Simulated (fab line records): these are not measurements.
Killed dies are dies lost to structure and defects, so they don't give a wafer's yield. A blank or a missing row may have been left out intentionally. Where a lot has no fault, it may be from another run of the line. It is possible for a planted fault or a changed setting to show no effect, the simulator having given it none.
Which tool is to blame?    flow gf180mcu    45 wafers from 15 lots sampled at 2 of the route's 602 steps

WHAT EACH GAUGE READ, for each wafer
GF_V4_THK_MEAS_03.
lot   measured      on             V4_CVD_02_THK (nm)
L920  day 23 15:46  film_metro-04  845 864 865
L921  day 23 19:18  film_metro-04  854 837 856
L922  day 24 11:38  film_metro-03  869 857 847
L924  day 24 23:02  film_metro-02  841 853 856
L925  day 25 11:22  film_metro-03  846 852 857
L926  day 25 18:04  film_metro-03  839 843 847
L927  day 26 04:22  film_metro-02  846 859 855
L928  day 26 10:41  film_metro-04  847 855 868
L929  day 26 15:50  film_metro-02  852 875 875
L930  day 27 02:38  film_metro-03  855 860 868
L931  day 27 07:11  film_metro-02  852 835 848
L932  day 27 17:12  film_metro-04  854 849 863
L934  day 28 06:06  film_metro-04  843 849 860
L935  day 28 15:28  film_metro-03  846 848 858
L936  day 28 18:29  film_metro-02  844 858 857

EACH LOT AND THE TOOL THAT RAN IT (in order: tool; ch and the chambers of the sampled wafers; start)
lot   GF_V4_CVD_02
L920  pecvd-03 ch 0,1,2, day 23 15:40
L921  pecvd-04 ch 0,2, day 23 19:13
L922  pecvd-03 ch 0,1,2, day 24 11:34
L924  pecvd-03 ch 1,2, day 24 22:58
L925  pecvd-04 ch 1,2, day 25 11:17
L926  pecvd-04 ch 0,1,2, day 25 18:00
L927  pecvd-03 ch 1,2, day 26 04:17
L928  pecvd-03 ch 0,2, day 26 10:35
L929  pecvd-04 ch 0,2, day 26 15:46
L930  pecvd-04 ch 1,2, day 27 02:34
L931  pecvd-02 ch 0,1,2, day 27 07:07
L932  pecvd-03 ch 0,1, day 27 17:08
L934  pecvd-02 ch 0,2, day 28 06:02
L935  pecvd-02 ch 0,1,2, day 28 15:23
L936  pecvd-03 ch 0,1,2, day 28 18:24
- GF_V4_CVD_02: deposits SiO2 from TEOS, target thk 850 nm, time 94.851 s.

WHAT THE TOOLS THEMSELVES READ (means of the sampled wafers that have a number; where no wafer has one, the mark that the record gives instead)
GF_V4_CVD_02.
lot   tool      heater_power_w (W)
L920  pecvd-03  645
L921  pecvd-04  556
L922  pecvd-03  570
L924  pecvd-03  579
L925  pecvd-04  565
L926  pecvd-04  519
L927  pecvd-03  698
L928  pecvd-03  590
L929  pecvd-04  581
L930  pecvd-04  527
L931  pecvd-02  660
L932  pecvd-03  763
L934  pecvd-02  690
L935  pecvd-02  655
L936  pecvd-03  682

THE ANSWER, worked out from the rows above alone
Rule: usual is defined by the lots themselves. The widest of any qualifying gaps counts: lots, ordered by their means at a reading, are off when they make up no more than a third of the lots, leave a main group of 4 or more, and stand apart from it by 3 or more times the standard deviation of that group's means. A main group is skipped when, at the precision printed for the reading in the tables above, its means are all equal. A lot without any number at a reading at which 4 lots or more have one is off too. Where the step has rows for the other lots, those lots are counted as sound. Order of review: gauges by route order, followed by the tools' own readings, for which a lot's mean as printed above is used. The first step at which some lot is off is used, and at that step the reading that is off furthest; a lot without a number counts as furthest.
No lot is off at any reading shown: from this, nothing can be told.

WHAT THE SIMULATOR HAD INSERTED
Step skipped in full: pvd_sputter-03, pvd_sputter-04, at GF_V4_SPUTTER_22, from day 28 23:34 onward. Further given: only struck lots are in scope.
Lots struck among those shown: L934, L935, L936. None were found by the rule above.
